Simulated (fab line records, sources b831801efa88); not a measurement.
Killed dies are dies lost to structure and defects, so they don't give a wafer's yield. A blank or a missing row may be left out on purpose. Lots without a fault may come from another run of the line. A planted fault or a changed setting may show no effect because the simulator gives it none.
Which tool did it? | flow sky130 | 12 lots, 36 wafers sampled, at 1 step of a route of 708

WHAT THE GAUGES READ, wafer by wafer
SKY_FIELD_ISO_CD_MEAS_13: target cd 150 nm.
lot  | measured    | on        | cd_nm (nm)
L075 | day 2 09:06 | cd_sem-02 | 149.0 149.5 148.2
L077 | day 2 19:56 | cd_sem-01 | 150.1 151.5 149.6
L079 | day 3 07:34 | cd_sem-02 | 150.8 149.6 150.4
L081 | day 3 17:56 | cd_sem-02 | 147.1 147.5 147.0
L083 | day 4 04:37 | cd_sem-01 | 147.4 147.4 147.6
L085 | day 4 16:11 | cd_sem-02 | 149.3 148.9 149.3
L087 | day 5 01:25 | cd_sem-02 | 151.0 148.8 151.4
L089 | day 5 13:11 | cd_sem-02 | 151.1 150.6 150.4
L091 | day 5 19:55 | cd_sem-02 | 148.2 147.0 149.3
L093 | day 7 12:01 | cd_sem-01 | 150.9 150.8 149.1
L096 | day 7 13:08 | cd_sem-01 | 148.8 149.4 151.5
L095 | day 7 13:19 | cd_sem-01 | 149.0 149.2 149.5

WHICH TOOL RAN EACH LOT (tool, then ch and the chambers of the sampled wafers, then the start)
The record holds no process step before these readings.

THE ANSWER, worked out from the rows above alone
Rule: what is usual is taken from the lots themselves. Put in order of their means at a reading, lots are off if they are a third of the lots or fewer, leave a main group of 4 or more, and stand apart from it by a gap of 3 or more times the standard deviation of the main group's means; of several such gaps the widest counts. A main group whose means are all the same, to the digits that the tables above print for the reading, isn't used. A lot without any number at a reading at which 4 lots or more have one is off too. The other lots that the step has rows for count as sound.
No lot is off at any reading shown: from this, nothing can be told.

WHAT THE SIMULATOR HAD PUT IN
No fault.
